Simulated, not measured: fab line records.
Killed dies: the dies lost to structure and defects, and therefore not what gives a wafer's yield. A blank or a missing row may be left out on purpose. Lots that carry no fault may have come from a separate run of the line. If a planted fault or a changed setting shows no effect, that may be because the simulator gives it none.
What tool caused it? / flow sky130 / 11 lots with 33 wafers sampled at 2 steps, on a route of 708 steps

WHAT THE GAUGES SHOWED, per wafer
SKY_VIA2_THK_MEAS_01. Usual: for VIA2_HDPCVD_THK the level is 1177 nm and the standard deviation is 13.
lot=L710; measured=day 36 08:10; on=filmMetro-01; VIA2_HDPCVD_THK (nm)=1184 1184 1169; flag=
lot=L713; measured=day 36 23:50; on=filmMetro-03; VIA2_HDPCVD_THK (nm)=1197 1177 1181; flag=
lot=L715; measured=day 37 19:01; on=filmMetro-01; VIA2_HDPCVD_THK (nm)=1180 1175 1187; flag=
lot=L717; measured=day 38 07:43; on=filmMetro-03; VIA2_HDPCVD_THK (nm)=1170 1177 1177; flag=
lot=L718; measured=day 38 09:49; on=filmMetro-01; VIA2_HDPCVD_THK (nm)=1190 1187 1167; flag=
lot=L719; measured=day 38 14:11; on=filmMetro-02; VIA2_HDPCVD_THK (nm)=1178 1166 1157; flag=
lot=L720; measured=day 38 22:04; on=filmMetro-01; VIA2_HDPCVD_THK (nm)=1196 1188 1182; flag=
lot=L721; measured=day 39 01:28; on=filmMetro-02; VIA2_HDPCVD_THK (nm)=1196 1193 1220; flag=
lot=L730; measured=day 42 11:32; on=filmMetro-01; VIA2_HDPCVD_THK (nm)=1158 1157 1175; flag=
lot=L732; measured=day 42 16:43; on=filmMetro-01; VIA2_HDPCVD_THK (nm)=1178 1192 1161; flag=
lot=L733; measured=day 42 23:03; on=filmMetro-01; VIA2_HDPCVD_THK (nm)=1167 1174 1175; flag=

EACH LOT AND THE TOOL THAT RAN IT (in order: tool; ch and the chambers of the sampled wafers; start)
lot=L710; SKY_VIA1_ETCH_15=rieDiel-04 ch 0,2, day 35 02:52
lot=L713; SKY_VIA1_ETCH_15=rieDiel-01 ch 0,3, day 35 19:10
lot=L715; SKY_VIA1_ETCH_15=rieDiel-01 ch 1,2,3, day 36 14:26
lot=L717; SKY_VIA1_ETCH_15=rieDiel-01 ch 1,2,3, day 37 02:50
lot=L718; SKY_VIA1_ETCH_15=rieDiel-04 ch 1,2,3, day 37 05:04
lot=L719; SKY_VIA1_ETCH_15=rieDiel-01 ch 0,1, day 37 09:47
lot=L720; SKY_VIA1_ETCH_15=rieDiel-01 ch 1,2, day 37 18:02
lot=L721; SKY_VIA1_ETCH_15=rieDiel-04 ch 0,1, day 37 20:58
lot=L730; SKY_VIA1_ETCH_15=rieDiel-03 ch 0,1,3, day 41 07:59
lot=L732; SKY_VIA1_ETCH_15=rieDiel-03 ch 0,1,3, day 41 13:19
lot=L733; SKY_VIA1_ETCH_15=rieDiel-04 ch 0,1,3, day 41 20:36
- SKY_VIA1_ETCH_15: etches SiO2 in C4F8/O2/Ar, stops on TiN, target depth 351 nm, time 54 s.

WHAT THE TOOLS THEMSELVES READ (means of the sampled wafers that have a number; where no wafer has one, the mark that the record gives instead)
SKY_VIA1_ETCH_15. Usual: oesProductAu 0.983 a.u., standard deviation 0.006.
lot=L710; tool=rieDiel-04; oesProductAu (a.u.)=0.983; flag=
lot=L713; tool=rieDiel-01; oesProductAu (a.u.)=0.976; flag=
lot=L715; tool=rieDiel-01; oesProductAu (a.u.)=0.977; flag=
lot=L717; tool=rieDiel-01; oesProductAu (a.u.)=0.980; flag=
lot=L718; tool=rieDiel-04; oesProductAu (a.u.)=0.983; flag=
lot=L719; tool=rieDiel-01; oesProductAu (a.u.)=0.978; flag=
lot=L720; tool=rieDiel-01; oesProductAu (a.u.)=0.980; flag=
lot=L721; tool=rieDiel-04; oesProductAu (a.u.)=0.985; flag=
lot=L730; tool=rieDiel-03; oesProductAu (a.u.)=0.985; flag=
lot=L732; tool=rieDiel-03; oesProductAu (a.u.)=0.983; flag=
lot=L733; tool=rieDiel-04; oesProductAu (a.u.)=0.985; flag=

THE ANSWER, worked out from the rows above alone
Rule: a lot counts as off when the mean over its wafers that have a number is more than 3 standard deviations away from the usual mean. A lot without any number at a reading at which 4 lots or more have one is off too. The other lots that the step has rows for count as sound. After the gauges, taken in route order, come the tools' own readings; for these a lot's mean is taken, as printed above. At the first step where some lot is off, the reading lying furthest off is the one used; lots without a number count as furthest.
No lot is off at any reading shown: from this, nothing can be told.

WHAT THE SIMULATOR HAD PUT IN
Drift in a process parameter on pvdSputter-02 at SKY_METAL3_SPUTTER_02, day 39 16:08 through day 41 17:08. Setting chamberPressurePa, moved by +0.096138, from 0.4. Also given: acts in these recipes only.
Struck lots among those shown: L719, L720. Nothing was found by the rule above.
